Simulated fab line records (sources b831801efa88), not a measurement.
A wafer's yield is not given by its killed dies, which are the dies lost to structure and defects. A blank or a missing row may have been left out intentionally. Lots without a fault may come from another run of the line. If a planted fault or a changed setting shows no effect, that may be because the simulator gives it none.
Which tool did it? -- flow sfqLine -- 18 wafers from 6 lots sampled at 2 of the route's 325 steps

== WHAT EACH GAUGE READ, for each wafer ==
SFQ_M4_RS_MEAS_924: uses a four-point probe to measure.
lot,measured,on,M4_NB_RS (ohm/sq)
L832,day 43 06:30,filmMetro-01,0.899 0.909 0.896
L834,day 45 13:40,filmMetro-03,0.898 0.922 0.922
L839,day 47 06:32,filmMetro-01,0.884 0.893 0.881
L846,day 49 21:04,filmMetro-03,0.890 0.890 0.889
L849,day 53 07:40,filmMetro-03,0.892 0.881 0.883
L851,day 53 11:40,filmMetro-01,0.888 0.908 0.903

== EACH LOT AND THE TOOL THAT RAN IT (in order: tool; ch and the chambers of the sampled wafers; start) ==
lot,SFQ_TRILAYER_M4_DEP_SPUTTER_091
L832,"pvdSputter-05, day 43 06:22"
L834,"pvdSputter-03, day 45 13:34"
L839,"pvdSputter-05, day 47 06:26"
L846,"pvdSputter-03, day 49 20:58"
L849,"pvdSputter-03, day 53 07:34"
L851,"pvdSputter-03, day 53 11:33"
- SFQ_TRILAYER_M4_DEP_SPUTTER_091: material Nb, target thk 200 nm, time 133.3 s.

== THE ANSWER, worked out from the rows above alone ==
Rule: the lots themselves supply what counts as usual. The widest of any qualifying gaps counts: lots, ordered by their means at a reading, are off when they make up no more than a third of the lots, leave a main group of 4 or more, and stand apart from it by 3 or more times the standard deviation of that group's means. If all means in a main group match to the digits the tables above print for the reading, that group is not used. Also off: a lot with no number at a reading for which 4 or more lots have one. Where the step has rows for the other lots, those lots are counted as sound.
None of the lots is off at any reading shown; this tells nothing.

== WHAT HAD BEEN PUT IN BY THE SIMULATOR ==
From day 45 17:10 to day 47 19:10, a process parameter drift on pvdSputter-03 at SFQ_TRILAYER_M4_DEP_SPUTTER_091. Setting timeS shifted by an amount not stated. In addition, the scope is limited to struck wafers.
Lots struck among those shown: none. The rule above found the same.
